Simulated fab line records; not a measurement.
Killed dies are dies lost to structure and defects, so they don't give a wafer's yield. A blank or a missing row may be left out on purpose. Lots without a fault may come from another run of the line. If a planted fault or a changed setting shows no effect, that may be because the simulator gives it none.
Struck lot and sound lot, side by side | flow sky130 | 27 out of 708 route steps
Sound: the wafers L384.1, L384.3, L384.6. Struck: wafer L394.2 (L394.1, L394.3, from the same lot, were not struck and are left out); the cause is given at the end.
For every step that has rows: the tool of each side, followed by ch and its chambers, followed by its first start. Under that, the readings that differ: sound wafers | struck wafers | difference of the means | sigmas: that difference in standard deviations of wafers without a fault.
alike: readings whose means differ by less than 2 such deviations, and words and numbers that are the same on both sides. not compared: withheld readings, readings that some wafer has no value for, bounds like >300 that may hide the same value, and numbers for which the record gives no deviation and whose values overlap.
The two part at a step that has a row with sigmas, a row that says differs or no value, or rows on one side only. When numbers do not overlap yet have no deviation, they are printed without sigmas and do not part them. A reading missing from all wafers of one side parts the sides only when that side holds two or more wafers.

first, 2 steps without rows for these wafers: SKY_LDD_LDN_PEB_05; SKY_LDD_LDN_DEVELOP_06 (develop time 60 s).
SKY_LDD_LDN_OVL_MEAS_07:
  sound on overlay-02, day 25 21:04; struck on overlay-02, day 29 07:32
  alike: LDD_LDN_OVL
then, 4 steps without rows for these wafers: SKY_LDD_LDN_IMPLANT_08; SKY_LDD_LDN_IMPLANT_09; SKY_LDD_LDN_IMPLANT_10; SKY_LDD_LDN_IMPLANT_11.
SKY_LDD_LDN_STRIP_12: strips in O2/N2.
  sound on plasma asher-04 ch 0, day 25 21:41; struck on plasma asher-03 ch 1, day 29 08:11
  reading                     | sound             | struck | difference | sigmas
  drypump motor current A (A) | 6.02 6.01 6.02    | 5.22   | -0.80      | -3
  oes product au (a.u.)       | 0.716 0.708 0.713 | 0.726  | +0.014     | +3
  alike: chamber pressure mTorr, strip time to endpoint s
  not compared: rf hours counter h
SKY_LDD_LDN_TW_MEAS_13:
  sound on film metro-04, day 25 21:47; struck on film metro-03, day 29 08:17
  alike: LDD_LDN_TW
then, 2 steps without rows for these wafers: SKY_LDD_LDN_CLEAN_14 (cleans in SC1/SC2, time 150 s); SKY_SPACER_CVD_00 (deposits Si3N4 from DCS/NH3, target thk 43.1 nm, time 740 s).
SKY_SPACER_THK_MEAS_01:
  sound on film metro-02, day 25 23:07; struck on film metro-01, day 29 09:43
  alike: SPACER_CVD_00_THK
SKY_SPACER_ETCHBACK_02: etches Si3N4 in CH3F/O2, stops on SiO2, time 46.7 s, target depth 45 nm.
  sound on rie diel-02 ch 0,2, day 25 23:10; struck on rie diel-03 ch 1, day 29 09:47
  reading                                    | sound                | struck | difference | sigmas
  oes product au (a.u.)                      | 0.856 0.852 0.862    | 0.746  | -0.111     | -18
  run length s (s)                           | 74.7 75.8 75.6       | 89.4   | +14.0      | +29
  throttle valve pct (%)                     | 10.564 10.558 10.571 | 10.533 | -0.031     | -4
  model.SiO2_of_SONOS_ONO_CVD_04.thk nm (nm) | 4.236 4.199 4.176    | 2.747  | -1.457     |
  alike: chamber pressure mTorr, drypump motor current A
  not compared: rf hours counter h
then, 8 steps without rows for these wafers: SKY_POLY_CUT_DEHYDRATE_00 (time 60 s); SKY_POLY_CUT_HMDS_01 (prime time 60 s); SKY_POLY_CUT_COAT_02 (resist thk 60 nm); SKY_POLY_CUT_COAT_03 (resist thk 450 nm); SKY_POLY_CUT_SOFTBAKE_04 (time 90 s); SKY_POLY_CUT_EXPOSE_05 (exposes mask NPCM, target cd 270 nm); SKY_POLY_CUT_PEB_06; SKY_POLY_CUT_DEVELOP_07 (develop time 60 s).
SKY_POLY_CUT_CD_MEAS_08: the cd target is 270 nm.
  sound on cd sem-01, day 27 04:32; struck on cd sem-01, day 30 15:13
  alike: cd nm
SKY_POLY_CUT_OVL_MEAS_09:
  sound on overlay-02, day 27 04:40; struck on overlay-01, day 30 15:20
  alike: POLY_CUT_OVL
SKY_POLY_CUT_ETCH_10: etches BARC in N2/H2, stops on SiO2, time 45.9 s, target depth 60 nm.
  sound on rie diel-02 ch 0,2,3, day 27 04:42; struck on rie diel-04 ch 0, day 30 15:22
  alike: chamber pressure mTorr, drypump motor current A, h2 flow sccm, oes product au, throttle valve pct
  not compared: rf hours counter h
SKY_POLY_CUT_ETCH_11: etches Si3N4 in CF4/CH2F2/Ar, stops on poly-Si, time 42.5 s, target depth 60 nm.
  sound on rie diel-02 ch 0,2,3, day 27 04:44; struck on rie diel-04 ch 0, day 30 15:25
  reading                              | sound             | struck | difference | sigmas
  oes product au (a.u.)                | 0.828 0.839 0.832 | 0.791  | -0.042     | -7
  model.etch.depth nm (nm)             | 62.56 62.38 62.1  | 57.19  | -5.16      |
  model.POLY_CUT.feature depth nm (nm) | 62.56 62.38 62.1  | 57.19  | -5.16      |
  alike: cf4 flow sccm, chamber pressure mTorr, drypump motor current A, throttle valve pct
  not compared: rf hours counter h
SKY_POLY_CUT_STRIP_12: strips in O2/N2.
  sound on plasma asher-04 ch 0,1, day 27 04:47; struck on plasma asher-03 ch 1, day 30 15:27
  reading                     | sound          | struck | difference | sigmas
  drypump motor current A (A) | 5.78 5.79 6.05 | 5.21   | -0.66      | -3
  alike: chamber pressure mTorr, oes product au, strip time to endpoint s
  not compared: rf hours counter h
-- here the record skips 20 days between the struck wafers' starts before and after, leaving off in module POLY_CUT and picking up in module PAD_OPEN (first step shown: number 708 of the route) --
SKY_PAD_OPEN_PROBE_99:
  sound on prober-01, day 48 08:34; struck on prober-01, day 50 16:59
  reading                                 | sound             | struck | difference | sigmas
  model.etest.pfet_01v8.r on ohm um       | 2867 2842 2874    | 2785   | -76        |
  model.etest.res pdiff.line ohm um       | 1402 1384 1386    | 1294   | -97        |
  model.etest.res ndiff.line ohm um       | 789.7 754.5 770.6 | 721.5  | -50.1      |
  model.etest.sonos uncharged.r on ohm um | 825.6 805.2 826.5 | 802    | -17        |
  model.etest.pfet_01v8.drive ua um       | 196.8 198.6 195.2 | 200.9  | +4.0       |
  model.etest.res pdiff.rs ohm sq         | 197.7 196.5 197.5 | 187.6  | -9.6       |
  model.etest.sram pfet latch.drive ua um | 141.5 148.1 139.4 | 152    | +9         |
  model.etest.pfet_01v8_hvt.drive ua um   | 145.4 146.8 144.8 | 148.8  | +3.1       |
  alike: killed_at_M0_to_M3, killed_at_M4_up, killed at contacts, killed at front end, killed at other, killed dies, killed open, killed short

WHERE THEY PART
First at SKY_LDD_LDN_STRIP_12; last, within this record, at SKY_POLY_CUT_STRIP_12. Later steps at which nothing parts them and some readings are alike: SKY_PAD_OPEN_PROBE_99.

WHY: the cause the simulator had injected
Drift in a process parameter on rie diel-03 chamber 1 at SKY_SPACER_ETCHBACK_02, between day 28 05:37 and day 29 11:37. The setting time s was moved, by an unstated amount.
